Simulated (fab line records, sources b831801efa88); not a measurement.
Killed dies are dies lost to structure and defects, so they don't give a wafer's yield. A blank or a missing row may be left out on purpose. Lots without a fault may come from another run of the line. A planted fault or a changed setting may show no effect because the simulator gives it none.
Chamber matching | flow gf180mcu | GF_V2_CVD_02 on pecvd-01: 3 sister chambers
The step deposits SiO2 from TEOS, target thk 850 nm, time 94.851 s. 6 wafers are shown with their chamber, then 7 later ones without.

WAFERS WITH THEIR CHAMBER
wafer  | chamber | heater_power_w (W)
L511.6 | 2       | 552
L513.1 | 1       | 623
L513.5 | 0       | 880
L513.6 | 2       | 571
L521.1 | 1       | 715
L521.3 | 0       | 877

WAFERS WITHOUT THEIR CHAMBER
wafer  | heater_power_w (W)
L521.5 | 586
L524.1 | 790
L524.2 | 634
L524.6 | 689
L530.1 | 714
L530.3 | 690
L530.4 | 727

WHICH CHAMBER EACH WENT THROUGH
wafer  | from the rows above     | in truth
L521.5 | can't be placed: 2 or 1 | 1
L524.1 | can't be placed: 0 or 1 | 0
L524.2 | can't be placed: 1 or 2 | 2
L524.6 | 1                       | 1
L530.1 | 1                       | 1
L530.3 | 1                       | 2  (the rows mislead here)
L530.4 | 1                       | 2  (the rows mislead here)
Placed correctly: 2 of 7. Can't be placed from these rows: 3 (the true chamber is among the candidates in 3). Placed wrongly: 2.
How it was worked out, from the rows above alone: a wafer's distance from a chamber is the root of the sum, over the readings, of the square of ((its reading less the chamber's mean) divided by the reading's scatter). The wafer belongs to the nearest chamber; if the next one is less than 2 further off, it can't be placed. A chamber's mean is the mean of its shown wafers. The scatter: the root of (the sum of the squares of (reading less its chamber's mean) over the shown wafers, divided by (wafers less chambers)).
